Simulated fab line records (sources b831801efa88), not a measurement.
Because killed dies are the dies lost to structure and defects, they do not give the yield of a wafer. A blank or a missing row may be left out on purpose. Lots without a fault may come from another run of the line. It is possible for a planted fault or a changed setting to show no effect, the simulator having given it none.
Matching of chambers | flow sky130 | SKY_CONTACT_ETCH_17 on rie diel-03: 4 sister chambers
The step etches SiO2 in C4F8/O2/Ar, stops on Si3N4, target depth 340 nm. 4 wafers are shown with their chamber, then 7 later ones without.

== WAFERS PAIRED WITH THEIR CHAMBERS ==
wafer  | chamber | oes product au (a.u.)
L702.2 | 2       | 0.902
L702.3 | 1       | 0.896
L703.3 | 3       | 0.896
L703.4 | 0       | 0.890

== WAFERS WHOSE CHAMBER IS MISSING ==
wafer  | oes product au (a.u.)
L703.5 | 0.898
L704.1 | 0.887
L704.3 | 0.890
L704.6 | 0.901
L705.1 | 0.889
L705.2 | 0.892
L705.4 | 0.892

== WHICH CHAMBER EACH ONE RAN IN ==
wafer  | from the rows above          | in truth
L703.5 | can't be placed: 1 or 3 or 2 | 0
L704.1 | 0                            | 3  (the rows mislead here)
L704.3 | 0                            | 0
L704.6 | 2                            | 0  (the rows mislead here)
L705.1 | 0                            | 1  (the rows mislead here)
L705.2 | can't be placed: 0 or 1 or 3 | 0
L705.4 | can't be placed: 0 or 1 or 3 | 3
Correctly placed: 1 of 7. Unplaceable from these rows: 3, with the true chamber sitting among the candidates in 2. 3 placed wrongly.
How it was worked out, from the rows above alone: a wafer's distance from a chamber is the root of the sum, over the readings, of the square of ((its reading less the chamber's mean) divided by the reading's scatter). If the next closest chamber is less than 2 further off than the closest, the wafer can't be placed; otherwise it belongs to the closest. The mean given for a chamber averages the wafers shown for that chamber. The scatter (one wafer shown for each chamber): square how far every hidden wafer sits from the nearest shown wafer, average those squares and take the square root.
